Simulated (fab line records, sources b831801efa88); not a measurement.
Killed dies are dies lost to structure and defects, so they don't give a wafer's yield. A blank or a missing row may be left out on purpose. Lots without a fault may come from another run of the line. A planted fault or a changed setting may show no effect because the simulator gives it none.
fab line records | flow sky130
record lots=5 wafers=15 last_day=50
route steps=708 shown POLY_GATE@231 LDD_N@237 LDD_P@255 LDD_HVN@267
lots that met no fault: from a run of the same line without faults
start_h: hours from the record's first day to the start of the lot's first wafer shown | wait_h: hours since the lot's step before | " the same as in the row above | L1.1+2: a row that stands for several wafers | - no value, or no start given | * or withheld: withheld | < > ~ a bound
route shown NAME@n: a module of which the file shows steps, and the number in the route of the first | usual: mean/standard deviation of fault-free wafers | same: alike in all rows | chamber/n: place in a boat | sites: the reading at each site | _std_site: their standard deviation | _edge_site: outer sites' mean less inner sites' | radius_mm: how far each site lies from the wafer's centre | mask NAME#n: copy n | behind: the tool/chamber that last shaped the wafer | hold: why the lot was held/for how many hours/how that ended | device: the transistor (n, p or np) that didn't switch | end of line: the same wafers' tests at the end of the route | a step without rows: its recipe alone | killed: dies lost to structure and defects at the first sort, not the wafer's yield | map: a wafer's dies, x killed, . not, _ none there
set.NAME: the setting as run; set.NAME@STEP: as run at that earlier step | model.NAME: the simulator's own value behind a step, which no gauge read
lots at some steps of the route; a table a step, a row a wafer
services: from which hour (start_h, from the record's first day; less than 0 if before it) a tool's chamber was out of use, for how many hours, and why
## steps
# step SKY_POLY_GATE_ETCH_17
# recipe target_depth_nm=180 stop_on=SiO2 over_etch_frac=0.56667 chemistry=HBr/Cl2 target=poly-Si icp_w=400 bias_w=100 pressure_mtorr=10 HBr_flow_sccm=150 Cl2_flow_sccm=50 time_s=70.5
# usual drypump_motor_current_A=5.7/0.55 oes_product_au=0.983/0.007 rf_fwd_power_W=397.1/1.4 throttle_valve_pct=33.685/0.01
# columns lot.wafer tool chamber start_h wait_h drypump_motor_current_A oes_product_au rf_fwd_power_W rf_hours_counter_h throttle_valve_pct
L084.1 rie_si-01 0 477.08 0.0 5.3 0.983 397.3 0 33.689
L084.2 " 3 " " 5.2 0.987 397.3 11 33.685
L084.6 " 3 " " 5.1 0.993 396.3 - 33.665
L085.1 rie_si-02 1 481.60 0.0 6.5 0.976 396.3 0 33.676
L085.2 " 3 " " 4.9 0.980 398.7 1 33.678
L085.3 " 0 " " 6.3 0.982 398.1 2 33.679
L087.1 rie_si-02 1 500.41 0.0 6.5 0.982 395.8 0 33.677
L087.4 " 2 " " 6.1 0.985 399.3 36 33.685
L087.6 " 3 " " 4.9 0.975 396.9 - 33.682
L092.2 rie_si-01 1 535.09 0.0 5.6 0.984 398.3 1 33.690
L092.4 " 0 " " 5.3 0.997 399.5 0 33.697
L092.6 " 2 " " 6.1 0.979 396.6 - 33.689
L094.1 rie_si-01 3 556.00 0.0 5.1 0.993 394.9 11 33.694
L094.4 " 1 " " 5.6 0.980 398.5 1 33.693
L094.5 " 1 " " 5.6 0.981 398.9 - 33.691
# step SKY_POLY_GATE_STRIP_18
# recipe chemistry=O2/N2 power_w=1400 pressure_mtorr=1500 platen_temp_c=withheld o2_flow_sccm=3000 n2_flow_sccm=300 overash_fraction=0.5
# usual drypump_motor_current_A=5.5/0.38 oes_product_au=0.362/0.0045 strip_time_to_endpoint_s=3.178/0.027
# columns lot.wafer tool chamber start_h wait_h drypump_motor_current_A oes_product_au rf_hours_counter_h strip_time_to_endpoint_s
L084.1 plasma_asher-03 1 477.13 0.0 5.2 0.370 5 3.180
L084.2 " 0 " " 5.4 0.360 5 3.159
L084.6 " 0 " " 5.4 0.361 - 3.212
L085.1 plasma_asher-01 0 481.66 0.0 6.0 0.361 83 3.206
L085.2 " 1 " " 5.1 0.367 83 3.209
L085.3 " 1 " " 5.1 0.363 - 3.203
L087.1 plasma_asher-03 1 500.47 0.0 5.2 0.355 8 3.189
L087.4 " 1 " " 5.2 0.363 - 3.192
L087.6 " 1 " " 5.2 0.355 - 3.180
L092.2 plasma_asher-01 0 535.15 0.0 6.0 0.361 89 3.158
L092.4 " 0 " " 6.0 0.361 - 3.154
L092.6 " 0 " " 6.0 0.362 - 3.156
L094.1 plasma_asher-03 1 556.06 0.0 5.2 0.365 15 3.195
L094.4 " 0 " " 5.4 0.362 - 3.184
L094.5 " 0 " " 5.4 0.360 - 3.189
# step SKY_POLY_GATE_CLEAN_19
# recipe chemistry=SC1/SC2 mix=1:4:20 temp_c=70 time_s=150 dry=n2_spin
# columns lot.wafer tool chamber start_h wait_h
L084.1+2+6 wet_bench-03 1 477.23 0.1
L085.1+2+3 wet_bench-03 2 481.76 0.1
L087.1+4+6 wet_bench-01 0 500.57 0.1
L092.2+4+6 wet_bench-01 2 535.25 0.1
L094.1+4+5 wet_bench-03 3 556.16 0.1
# step SKY_POLY_GATE_OXIDATION_20
# recipe temp_c=850 ambient=O2 stabilise_s=600 purge_s=300 target_thk_a=40 ox_time_s=899
# usual zone_power_upper_pct=14.5/0.38
# columns lot.wafer tool chamber start_h wait_h zone_power_upper_pct
L084.1 furnace-01 0 477.29 0.0 14.1
L084.2 " 0 " " 14.3
L084.6 " 0 " " 14.3
L085.1 furnace-02 0 481.81 0.0 14.9
L085.2 " 0 " " 15.3
L085.3 " 0 " " 15.1
L087.1 furnace-01 0 500.62 0.0 14.1
L087.4 " 0 " " 14.3
L087.6 " 0 " " 14.0
L092.2 furnace-01 0 535.30 0.0 14.3
L092.4 " 0 " " 14.2
L092.6 " 0 " " 14.4
L094.1 furnace-02 0 556.21 0.0 14.7
L094.4 " 0 " " 15.2
L094.5 " 0 " " 14.9
# step SKY_POLY_GATE_THK_MEAS_21
# recipe reads=SiO2_of_POLY_GATE_OXIDATION_20
# usual POLY_GATE_OXIDATION_THK=3.99/0.095
# columns lot.wafer tool chamber start_h wait_h POLY_GATE_OXIDATION_THK[nm]
L084.1 film_metro-01 - 478.54 0.0 3.90
L084.2 " - " " 3.89
L084.6 " - " " 3.91
L085.1 film_metro-01 - 483.06 0.0 3.93
L085.2 " - " " 3.96
L085.3 " - " " 4.00
L087.1 film_metro-01 - 501.87 0.0 3.89
L087.4 " - " " 4.01
L087.6 " - " " 3.94
L092.2 film_metro-01 - 536.56 0.0 4.19
L092.4 " - " " 4.27
L092.6 " - " " 4.15
L094.1 film_metro-02 - 557.46 0.0 3.85
L094.4 " - " " 3.97
L094.5 " - " " 3.95
# step SKY_POLY_GATE_CD_MEAS_22
# usual cd_nm=149.5/1.8
# columns lot.wafer tool chamber start_h wait_h cd_nm
L084.1 cd_sem-02 - 478.60 0.1 149.2
L084.2 " - " " 148.5
L084.6 " - " " 147.6
L085.1 cd_sem-02 - 483.12 0.1 148.3
L085.2 " - " " 151.0
L085.3 " - " " 152.4
L087.1 cd_sem-02 - 502.03 0.2 152.2
L087.4 " - " " 152.0
L087.6 " - " " 152.2
L092.2 cd_sem-01 - 536.64 0.1 150.7
L092.4 " - " " 148.6
L092.6 " - " " 147.4
L094.1 cd_sem-02 - 557.52 0.1 151.1
L094.4 " - " " 150.3
L094.5 " - " " 149.8
# step SKY_LDD_N_DEHYDRATE_00
# recipe temp_c=200 time_s=60
# columns lot.wafer tool chamber start_h wait_h
L084.1+2+6 litho_track-01 0 493.36 14.7
L085.1+2+3 litho_track-04 0 498.57 15.4
L087.1+4+6 litho_track-02 0 517.30 15.2
L092.2+4+6 litho_track-04 0 551.79 15.1
L094.1+4+5 litho_track-02 0 572.05 14.5
# step SKY_LDD_N_HMDS_01
# recipe prime_time_s=60 prime_temp_c=120
# columns lot.wafer tool chamber start_h wait_h
L084.1+2+6 litho_track-01 0 493.51 0.1
L085.1+2+3 litho_track-04 0 498.72 0.1
L087.1+4+6 litho_track-02 0 517.45 0.1
L092.2+4+6 litho_track-04 0 551.94 0.1
L094.1+4+5 litho_track-02 0 572.20 0.1
# step SKY_LDD_N_COAT_02
# recipe resist=NOVOLAK spin_rpm=3000 resist_thk_nm=300
# columns lot.wafer tool chamber start_h wait_h
L084.1+2+6 litho_track-01 0 493.66 0.1
L085.1+2+3 litho_track-04 0 498.87 0.1
L087.1+4+6 litho_track-02 0 517.60 0.1
L092.2+4+6 litho_track-04 0 552.09 0.1
L094.1+4+5 litho_track-02 0 572.35 0.1
# step SKY_LDD_N_SOFTBAKE_03
# recipe temp_c=90 time_s=60 resist=NOVOLAK
# columns lot.wafer tool chamber start_h wait_h
L084.1+2+6 litho_track-01 0 493.81 0.1
L085.1+2+3 litho_track-04 0 499.02 0.1
L087.1+4+6 litho_track-02 0 517.75 0.1
L092.2+4+6 litho_track-04 0 552.24 0.1
L094.1+4+5 litho_track-02 0 572.50 0.1
# step SKY_LDD_N_EXPOSE_04
# recipe mask_id=NTM target_cd_nm=840 na=0.6 source_shape=conventional sigma_outer=0.6 dose_mj=110
# usual focus_offset_nm=0.0/0.55 reticle_temp_C=23.01/0.1 stage_vel_mm_s=500.02/0.21
# columns lot.wafer tool chamber start_h wait_h mask focus_offset_nm reticle_temp_C stage_vel_mm_s
L084.1 iline_stepper-02 0 - - NTM#0 -0.5 22.95 500.25
L084.2 " 0 " " NTM#0 -0.4 22.97 500.00
L084.6 " 0 " " NTM#0 0.3 22.93 500.20
L085.1 iline_stepper-02 0 - - NTM#0 0.2 22.86 500.40
L085.2 " 0 " " NTM#0 0.2 22.94 500.14
L085.3 " 0 " " NTM#0 -0.3 23.06 500.34
L087.1 iline_stepper-01 0 - - NTM#0 1.3 22.81 500.22
L087.4 " 0 " " NTM#0 0.9 22.80 500.19
L087.6 " 0 " " NTM#0 1.2 22.75 500.37
L092.2 iline_stepper-02 0 - - NTM#0 -1.0 22.89 499.52
L092.4 " 0 " " NTM#0 -0.2 22.78 499.57
L092.6 " 0 " " NTM#0 0.2 22.77 499.81
L094.1 iline_stepper-02 0 - - NTM#0 0.2 23.11 500.11
L094.4 " 0 " " NTM#0 -0.2 23.03 500.11
L094.5 " 0 " " NTM#0 -0.1 23.23 500.20
# step SKY_LDD_N_PEB_05
# recipe temp_c=withheld time_s=* resist=NOVOLAK
# columns lot.wafer tool chamber start_h wait_h
L084.1+2+6 litho_track-02 0 - -
L085.1+2+3 litho_track-04 0 - -
L087.1+4+6 litho_track-04 0 - -
L092.2+4+6 litho_track-04 0 - -
L094.1+4+5 litho_track-02 0 - -
# step SKY_LDD_N_DEVELOP_06
# recipe develop_time_s=60 dev_temp_c=23
# columns lot.wafer tool chamber start_h wait_h
L084.1+2+6 litho_track-02 0 509.60 0.1
L085.1+2+3 litho_track-04 0 514.07 0.1
L087.1+4+6 litho_track-04 0 532.87 0.1
L092.2+4+6 litho_track-04 0 567.19 0.1
L094.1+4+5 litho_track-02 0 587.25 0.1
# step SKY_LDD_N_OVL_MEAS_07
# usual LDD_N_OVL=-0.9/1.3
# columns lot.wafer tool chamber start_h wait_h LDD_N_OVL[nm]
L084.1 overlay-01 - 509.75 0.1 1.3
L084.2 " - " " -1.1
L084.6 " - " " -0.3
L085.1 overlay-01 - 514.22 0.1 1.3
L085.2 " - " " 1.2
L085.3 " - " " -2.9
L087.1 overlay-01 - 533.02 0.1 -1.1
L087.4 " - " " -3.6
L087.6 " - " " -1.2
L092.2 overlay-01 - 567.32 0.1 -2.8
L092.4 " - " " -2.2
L092.6 " - " " -2.7
L094.1 overlay-01 - 587.40 0.1 -0.6
L094.4 " - " " -1.3
L094.5 " - " " 0.0
# step SKY_LDD_N_IMPLANT_08
# recipe species=As energy_kev=20 dose_cm2=7.5e+13 tilt_deg=withheld rotation_deg=23
# usual faraday_current_uA=421/7.9
# columns lot.wafer tool chamber start_h wait_h faraday_current_uA
L084.1 implanter-02 0 509.79 0.0 429
L084.2 " 0 " " 426
L084.6 " 0 " " 417
L085.1 implanter-02 0 514.25 0.0 418
L085.2 " 0 " " 423
L085.3 " 0 " " 427
L087.1 implanter-04 0 533.05 0.0 412
L087.4 " 0 " " 423
L087.6 " 0 " " 420
L092.2 implanter-02 0 567.38 0.0 418
L092.4 " 0 " " 421
L092.6 " 0 " " 436
L094.1 implanter-01 0 587.44 0.0 414
L094.4 " 0 " " 420
L094.5 " 0 " " 427
# step SKY_LDD_N_IMPLANT_09
# recipe species=As energy_kev=20 dose_cm2=7.5e+13 tilt_deg=withheld rotation_deg=113
# usual faraday_current_uA=422/9.1
# columns lot.wafer tool chamber start_h wait_h faraday_current_uA
L084.1 implanter-02 0 509.94 0.1 425
L084.2 " 0 " " 422
L084.6 " 0 " " 397
L085.1 implanter-02 0 514.40 0.1 413
L085.2 " 0 " " 432
L085.3 " 0 " " 427
L087.1 implanter-04 0 533.20 0.1 429
L087.4 " 0 " " 427
L087.6 " 0 " " 412
L092.2 implanter-02 0 567.53 0.1 405
L092.4 " 0 " " 442
L092.6 " 0 " " 419
L094.1 implanter-01 0 587.59 0.1 429
L094.4 " 0 " " 412
L094.5 " 0 " " 433
# step SKY_LDD_N_IMPLANT_10
# recipe species=As energy_kev=20 dose_cm2=7.5e+13 tilt_deg=withheld rotation_deg=203
# usual faraday_current_uA=423/8.3
# columns lot.wafer tool chamber start_h wait_h faraday_current_uA
L084.1 implanter-02 0 510.09 0.1 428
L084.2 " 0 " " 413
L084.6 " 0 " " 409
L085.1 implanter-02 0 514.55 0.1 419
L085.2 " 0 " " 424
L085.3 " 0 " " 418
L087.1 implanter-04 0 533.35 0.1 430
L087.4 " 0 " " 420
L087.6 " 0 " " 423
L092.2 implanter-02 0 567.68 0.1 436
L092.4 " 0 " " 417
L092.6 " 0 " " 418
L094.1 implanter-01 0 587.74 0.1 421
L094.4 " 0 " " 431
L094.5 " 0 " " 429
# step SKY_LDD_N_IMPLANT_11
# recipe species=As energy_kev=20 dose_cm2=7.5e+13 tilt_deg=withheld rotation_deg=293
# usual faraday_current_uA=423/7.5
# columns lot.wafer tool chamber start_h wait_h faraday_current_uA
L084.1 implanter-02 0 510.24 0.1 409
L084.2 " 0 " " 416
L084.6 " 0 " " 424
L085.1 implanter-02 0 514.70 0.1 420
L085.2 " 0 " " 428
L085.3 " 0 " " 435
L087.1 implanter-04 0 533.50 0.1 418
L087.4 " 0 " " 428
L087.6 " 0 " " 440
L092.2 implanter-02 0 567.83 0.1 433
L092.4 " 0 " " 427
L092.6 " 0 " " 419
L094.1 implanter-01 0 587.89 0.1 427
L094.4 " 0 " " 404
L094.5 " 0 " " 414
# step SKY_LDD_N_IMPLANT_12
# recipe species=BF2 energy_kev=50 dose_cm2=5e+12 tilt_deg=30 rotation_deg=0
# usual faraday_current_uA=28.2/0.6
# columns lot.wafer tool chamber start_h wait_h faraday_current_uA
L084.1 implanter-02 0 510.39 0.1 27.9
L084.2 " 0 " " 28.6
L084.6 " 0 " " 28.4
L085.1 implanter-02 0 514.85 0.1 27.5
L085.2 " 0 " " 28.3
L085.3 " 0 " " 28.1
L087.1 implanter-04 0 533.65 0.1 28.2
L087.4 " 0 " " 29.0
L087.6 " 0 " " 28.5
L092.2 implanter-02 0 567.98 0.1 28.6
L092.4 " 0 " " 27.7
L092.6 " 0 " " 27.8
L094.1 implanter-01 0 588.04 0.1 27.9
L094.4 " 0 " " 28.0
L094.5 " 0 " " 27.8
# step SKY_LDD_N_IMPLANT_13
# recipe species=BF2 energy_kev=50 dose_cm2=5e+12 tilt_deg=30 rotation_deg=90
# usual faraday_current_uA=28.2/0.57
# columns lot.wafer tool chamber start_h wait_h faraday_current_uA
L084.1 implanter-02 0 510.54 0.1 28.4
L084.2 " 0 " " 28.4
L084.6 " 0 " " 28.3
L085.1 implanter-02 0 515.00 0.1 28.0
L085.2 " 0 " " 29.3
L085.3 " 0 " " 28.7
L087.1 implanter-04 0 533.80 0.1 27.5
L087.4 " 0 " " 28.0
L087.6 " 0 " " 28.0
L092.2 implanter-02 0 568.13 0.1 27.5
L092.4 " 0 " " 28.9
L092.6 " 0 " " 28.3
L094.1 implanter-01 0 588.19 0.1 27.9
L094.4 " 0 " " 27.2
L094.5 " 0 " " 28.2
# step SKY_LDD_N_IMPLANT_14
# recipe species=BF2 energy_kev=50 dose_cm2=5e+12 tilt_deg=30 rotation_deg=180
# usual faraday_current_uA=28.1/0.6
# columns lot.wafer tool chamber start_h wait_h faraday_current_uA
L084.1 implanter-02 0 510.69 0.1 28.8
L084.2 " 0 " " 28.3
L084.6 " 0 " " 27.7
L085.1 implanter-02 0 515.15 0.1 29.0
L085.2 " 0 " " 29.2
L085.3 " 0 " " 28.0
L087.1 implanter-04 0 533.95 0.1 27.6
L087.4 " 0 " " 28.6
L087.6 " 0 " " 27.9
L092.2 implanter-02 0 568.28 0.1 26.6
L092.4 " 0 " " 29.4
L092.6 " 0 " " 28.3
L094.1 implanter-01 0 588.34 0.1 28.0
L094.4 " 0 " " 28.9
L094.5 " 0 " " 27.3
# step SKY_LDD_N_IMPLANT_15
# recipe species=BF2 energy_kev=50 dose_cm2=5e+12 tilt_deg=30 rotation_deg=270
# usual faraday_current_uA=28.2/0.58
# columns lot.wafer tool chamber start_h wait_h faraday_current_uA
L084.1 implanter-02 0 510.84 0.1 28.1
L084.2 " 0 " " 29.6
L084.6 " 0 " " 27.5
L085.1 implanter-02 0 515.30 0.1 27.6
L085.2 " 0 " " 27.9
L085.3 " 0 " " 27.7
L087.1 implanter-04 0 534.10 0.1 29.2
L087.4 " 0 " " 27.7
L087.6 " 0 " " 27.9
L092.2 implanter-02 0 568.43 0.1 27.6
L092.4 " 0 " " 27.7
L092.6 " 0 " " 29.2
L094.1 implanter-01 0 588.49 0.1 27.7
L094.4 " 0 " " 28.9
L094.5 " 0 " " 28.6
# step SKY_LDD_N_STRIP_16
# recipe chemistry=O2/N2 power_w=1400 pressure_mtorr=1500 platen_temp_c=withheld o2_flow_sccm=3000 n2_flow_sccm=300 overash_fraction=0.5
# usual drypump_motor_current_A=5.5/0.37 oes_product_au=0.407/0.0051 strip_time_to_endpoint_s=4.315/0.014
# columns lot.wafer tool chamber start_h wait_h drypump_motor_current_A oes_product_au rf_hours_counter_h strip_time_to_endpoint_s
L084.1 plasma_asher-02 0 510.99 0.1 6.0 0.406 37 4.309
L084.2 " 1 " " 6.1 0.408 37 4.305
L084.6 " 0 " " 5.9 0.409 - 4.295
L085.1 plasma_asher-03 0 515.45 0.1 5.5 0.406 9 4.312
L085.2 " 1 " " 5.2 0.399 9 4.310
L085.3 " 1 " " 5.2 0.411 - 4.314
L087.1 plasma_asher-03 1 534.25 0.1 5.2 0.408 12 4.320
L087.4 " 0 " " 5.5 0.415 - 4.321
L087.6 " 0 " " 5.4 0.412 - 4.325
L092.2 plasma_asher-01 0 568.55 0.1 6.0 0.405 93 4.334
L092.4 " 1 " " 5.1 0.417 - 4.335
L092.6 " 0 " " 6.0 0.403 - 4.343
L094.1 plasma_asher-02 0 588.64 0.1 6.0 0.405 47 4.326
L094.4 " 1 " " 6.1 0.399 - 4.298
L094.5 " 0 " " 6.0 0.405 - 4.328
# step SKY_LDD_N_TW_MEAS_17
# usual LDD_N_TW=2596/16
# columns lot.wafer tool chamber start_h wait_h LDD_N_TW
L084.1 film_metro-03 - 511.09 0.1 2583
L084.2 " - " " 2582
L084.6 " - " " 2600
L085.1 film_metro-03 - 515.55 0.1 2594
L085.2 " - " " 2581
L085.3 " - " " 2589
L087.1 film_metro-03 - 534.35 0.1 2592
L087.4 " - " " 2594
L087.6 " - " " 2603
L092.2 film_metro-03 - 568.66 0.1 2599
L092.4 " - " " 2588
L092.6 " - " " 2605
L094.1 film_metro-02 - 588.74 0.1 2596
L094.4 " - " " 2597
L094.5 " - " " 2603
# step SKY_LDD_P_DEHYDRATE_00
# recipe temp_c=200 time_s=60
# columns lot.wafer tool chamber start_h wait_h
L084.1+2+6 litho_track-01 0 526.06 15.0
L085.1+2+3 litho_track-03 0 530.74 15.2
L087.1+4+6 litho_track-01 0 548.86 14.5
L092.2+4+6 litho_track-03 0 583.21 14.5
L094.1+4+5 litho_track-04 0 603.12 14.4
# step SKY_LDD_P_HMDS_01
# recipe prime_time_s=60 prime_temp_c=120
# columns lot.wafer tool chamber start_h wait_h
L084.1+2+6 litho_track-01 0 526.21 0.1
L085.1+2+3 litho_track-03 0 530.89 0.1
L087.1+4+6 litho_track-01 0 549.01 0.1
L092.2+4+6 litho_track-03 0 583.36 0.1
L094.1+4+5 litho_track-04 0 603.27 0.1
# step SKY_LDD_P_COAT_02
# recipe resist=NOVOLAK spin_rpm=3000 resist_thk_nm=1140
# columns lot.wafer tool chamber start_h wait_h
L084.1+2+6 litho_track-01 0 526.36 0.1
L085.1+2+3 litho_track-03 0 531.04 0.1
L087.1+4+6 litho_track-01 0 549.16 0.1
L092.2+4+6 litho_track-03 0 583.51 0.1
L094.1+4+5 litho_track-04 0 603.42 0.1
# step SKY_LDD_P_SOFTBAKE_03
# recipe temp_c=90 time_s=60 resist=NOVOLAK
# columns lot.wafer tool chamber start_h wait_h
L084.1+2+6 litho_track-01 0 526.51 0.1
L085.1+2+3 litho_track-03 0 531.19 0.1
L087.1+4+6 litho_track-01 0 549.31 0.1
L092.2+4+6 litho_track-03 0 583.66 0.1
L094.1+4+5 litho_track-04 0 603.57 0.1
# step SKY_LDD_P_EXPOSE_04
# recipe mask_id=PSDM na=0.6 source_shape=conventional sigma_outer=0.6 polarization=unpolarized target_cd_nm=380 dose_mj=138
# usual focus_offset_nm=0.2/0.49 reticle_temp_C=22.98/0.1 stage_vel_mm_s=500.02/0.26
# columns lot.wafer tool chamber start_h wait_h mask focus_offset_nm reticle_temp_C stage_vel_mm_s
L084.1 iline_stepper-02 0 - - PSDM#0 0.1 22.97 500.38
L084.2 " 0 " " PSDM#0 0.3 23.11 500.22
L084.6 " 0 " " PSDM#0 0.4 23.06 500.63
L085.1 iline_stepper-01 0 - - PSDM#0 0.5 23.07 500.07
L085.2 " 0 " " PSDM#0 0.3 22.73 499.78
L085.3 " 0 " " PSDM#0 0.2 23.02 500.04
L087.1 iline_stepper-01 0 - - PSDM#0 0.9 22.78 499.58
L087.4 " 0 " " PSDM#0 -0.8 22.91 500.37
L087.6 " 0 " " PSDM#0 -0.1 22.96 500.01
L092.2 iline_stepper-02 0 - - PSDM#0 -0.2 23.18 499.87
L092.4 " 0 " " PSDM#0 -0.1 23.04 500.10
L092.6 " 0 " " PSDM#0 0.5 22.93 499.66
L094.1 iline_stepper-01 0 - - PSDM#0 0.0 22.86 499.35
L094.4 " 0 " " PSDM#0 0.1 22.85 499.94
L094.5 " 0 " " PSDM#0 0.2 22.91 499.91
# step SKY_LDD_P_PEB_05
# recipe temp_c=withheld time_s=* resist=NOVOLAK
# columns lot.wafer tool chamber start_h wait_h
L084.1+2+6 litho_track-03 0 - -
L085.1+2+3 litho_track-01 0 - -
L087.1+4+6 litho_track-04 0 - -
L092.2+4+6 litho_track-03 0 - -
L094.1+4+5 litho_track-03 0 - -
# step SKY_LDD_P_DEVELOP_06
# recipe resist=NOVOLAK developer=TMAH develop_time_s=60 dev_temp_c=23
# columns lot.wafer tool chamber start_h wait_h
L084.1+2+6 litho_track-03 0 541.79 0.1
L085.1+2+3 litho_track-01 0 546.36 0.1
L087.1+4+6 litho_track-04 0 565.12 0.1
L092.2+4+6 litho_track-03 0 598.11 0.1
L094.1+4+5 litho_track-03 0 618.24 0.1
# step SKY_LDD_P_CD_MEAS_07
# recipe target_cd_nm=380
# usual cd_nm=380.8/2.5
# columns lot.wafer tool chamber start_h wait_h cd_nm
L084.1 cd_sem-01 - 541.94 0.1 379.9
L084.2 " - " " 383.2
L084.6 " - " " 382.2
L085.1 cd_sem-02 - 546.51 0.1 379.0
L085.2 " - " " 378.2
L085.3 " - " " 377.3
L087.1 cd_sem-01 - 565.27 0.1 380.0
L087.4 " - " " 380.9
L087.6 " - " " 380.5
L092.2 cd_sem-02 - 598.26 0.1 382.1
L092.4 " - " " 377.8
L092.6 " - " " 379.6
L094.1 cd_sem-02 - 618.39 0.1 379.1
L094.4 " - " " 379.6
L094.5 " - " " 379.6
# step SKY_LDD_P_OVL_MEAS_08
# usual LDD_P_OVL=1.0/1.3
# columns lot.wafer tool chamber start_h wait_h LDD_P_OVL[nm]
L084.1 overlay-01 - 542.06 0.1 1.6
L084.2 " - " " 1.7
L084.6 " - " " 3.7
L085.1 overlay-02 - 546.63 0.1 -1.4
L085.2 " - " " 0.6
L085.3 " - " " 0.1
L087.1 overlay-01 - 565.39 0.1 0.9
L087.4 " - " " 0.7
L087.6 " - " " 0.5
L092.2 overlay-01 - 598.37 0.1 -1.4
L092.4 " - " " 1.1
L092.6 " - " " -1.7
L094.1 overlay-02 - 618.51 0.1 1.3
L094.4 " - " " 3.5
L094.5 " - " " 3.2
# step SKY_LDD_P_IMPLANT_09
# recipe species=BF2 energy_kev=25 dose_cm2=1e+13 tilt_deg=withheld
# usual faraday_current_uA=56.3/1.1
# columns lot.wafer tool chamber start_h wait_h faraday_current_uA
L084.1 implanter-04 0 542.10 0.0 56.0
L084.2 " 0 " " 55.3
L084.6 " 0 " " 57.7
L085.1 implanter-03 0 546.67 0.0 54.1
L085.2 " 0 " " 57.0
L085.3 " 0 " " 57.9
L087.1 implanter-03 0 565.42 0.0 56.7
L087.4 " 0 " " 55.6
L087.6 " 0 " " 56.0
L092.2 implanter-01 0 598.42 0.0 55.6
L092.4 " 0 " " 57.1
L092.6 " 0 " " 57.6
L094.1 implanter-03 0 618.55 0.0 56.6
L094.4 " 0 " " 57.5
L094.5 " 0 " " 55.1
# step SKY_LDD_P_STRIP_10
# recipe chemistry=O2/N2 power_w=1400 pressure_mtorr=1500 platen_temp_c=withheld o2_flow_sccm=3000 n2_flow_sccm=300 overash_fraction=0.5
# usual drypump_motor_current_A=5.6/0.38 oes_product_au=0.715/0.0042 strip_time_to_endpoint_s=14.17/0.034
# columns lot.wafer tool chamber start_h wait_h drypump_motor_current_A oes_product_au rf_hours_counter_h strip_time_to_endpoint_s
L084.1 plasma_asher-03 0 542.25 0.1 5.4 0.708 13 14.18
L084.2 " 1 " " 5.2 0.721 13 14.13
L084.6 " 1 " " 5.2 0.715 - 14.16
L085.1 plasma_asher-03 0 546.82 0.1 5.4 0.713 13 14.18
L085.2 " 1 " " 5.2 0.714 13 14.20
L085.3 " 1 " " 5.2 0.717 - 14.21
L087.1 plasma_asher-02 0 565.57 0.1 6.0 0.711 44 14.15
L087.4 " 1 " " 6.1 0.713 - 14.16
L087.6 " 0 " " 5.9 0.718 - 14.18
L092.2 plasma_asher-03 0 598.55 0.1 5.4 0.715 20 14.10
L092.4 " 0 " " 5.4 0.717 - 14.18
L092.6 " 1 " " 5.2 0.712 - 14.15
L094.1 plasma_asher-02 0 618.70 0.1 6.0 0.711 50 14.14
L094.4 " 1 " " 6.1 0.719 - 14.12
L094.5 " 1 " " 6.1 0.711 - 14.13
# step SKY_LDD_P_TW_MEAS_11
# usual LDD_P_TW=638/4
# columns lot.wafer tool chamber start_h wait_h LDD_P_TW
L084.1 film_metro-01 - 542.35 0.1 639
L084.2 " - " " 640
L084.6 " - " " 639
L085.1 film_metro-04 - 546.92 0.1 636
L085.2 " - " " 636
L085.3 " - " " 638
L087.1 film_metro-02 - 565.67 0.1 645
L087.4 " - " " 642
L087.6 " - " " 645
L092.2 film_metro-02 - 598.66 0.1 642
L092.4 " - " " 642
L092.6 " - " " 638
L094.1 film_metro-04 - 618.80 0.1 635
L094.4 " - " " 636
L094.5 " - " " 640
# step SKY_LDD_HVN_DEHYDRATE_00
# recipe temp_c=200 time_s=60
# columns lot.wafer tool chamber start_h wait_h
L084.1+2+6 litho_track-03 0 557.19 14.8
L085.1+2+3 litho_track-02 0 561.60 14.7
L087.1+4+6 litho_track-03 0 579.84 14.2
L092.2+4+6 litho_track-02 0 613.03 14.4
L094.1+4+5 litho_track-02 0 632.95 14.1
# step SKY_LDD_HVN_HMDS_01
# recipe prime_time_s=60 prime_temp_c=120
# columns lot.wafer tool chamber start_h wait_h
L084.1+2+6 litho_track-03 0 557.34 0.1
L085.1+2+3 litho_track-02 0 561.75 0.1
L087.1+4+6 litho_track-03 0 579.99 0.1
L092.2+4+6 litho_track-02 0 613.18 0.1
L094.1+4+5 litho_track-02 0 633.10 0.1
# step SKY_LDD_HVN_COAT_02
# recipe resist=NOVOLAK spin_rpm=3000 resist_thk_nm=300
# columns lot.wafer tool chamber start_h wait_h
L084.1+2+6 litho_track-03 0 557.49 0.1
L085.1+2+3 litho_track-02 0 561.90 0.1
L087.1+4+6 litho_track-03 0 580.14 0.1
L092.2+4+6 litho_track-02 0 613.33 0.1
L094.1+4+5 litho_track-02 0 633.25 0.1
# step SKY_LDD_HVN_SOFTBAKE_03
# recipe temp_c=90 time_s=60 resist=NOVOLAK
# columns lot.wafer tool chamber start_h wait_h
L084.1+2+6 litho_track-03 0 557.64 0.1
L085.1+2+3 litho_track-02 0 562.05 0.1
L087.1+4+6 litho_track-03 0 580.29 0.1
L092.2+4+6 litho_track-02 0 613.48 0.1
L094.1+4+5 litho_track-02 0 633.40 0.1
## services
# columns tool chamber start_h hours kind
litho_track-03 - 456.50 - consumable_replace:filter
implanter-02 - 458.40 12.4 repair
rie_si-01 0 467.93 1.3 repair
plasma_asher-02 - 472.30 14.6 pm
furnace-02 - 473.00 3.6 pm
furnace-02 - 476.62 3.4 pm
rie_si-01 3 485.68 7.3 repair
furnace-01 - 486.14 3.3 pm
plasma_asher-02 - 500.24 4.7 repair
implanter-02 - 500.75 3.6 repair
implanter-03 - 507.71 5.9 repair
rie_si-01 - 509.02 0.1 repair
implanter-03 - 521.69 1.2 repair
rie_si-02 1 525.81 13.4 repair
implanter-04 - 544.30 3.9 repair
implanter-03 - 547.97 2.3 repair
implanter-01 - 555.80 2.1 repair
iline_stepper-02 - 563.84 3.9 repair
wet_bench-01 - 567.97 12.3 repair
furnace-01 - 585.00 3.1 pm
plasma_asher-01 - 595.06 5.6 repair
iline_stepper-02 - 602.84 1.7 pm
implanter-01 - 630.70 2.0 repair
implanter-02 - 632.69 0.6 repair
## key
fault none
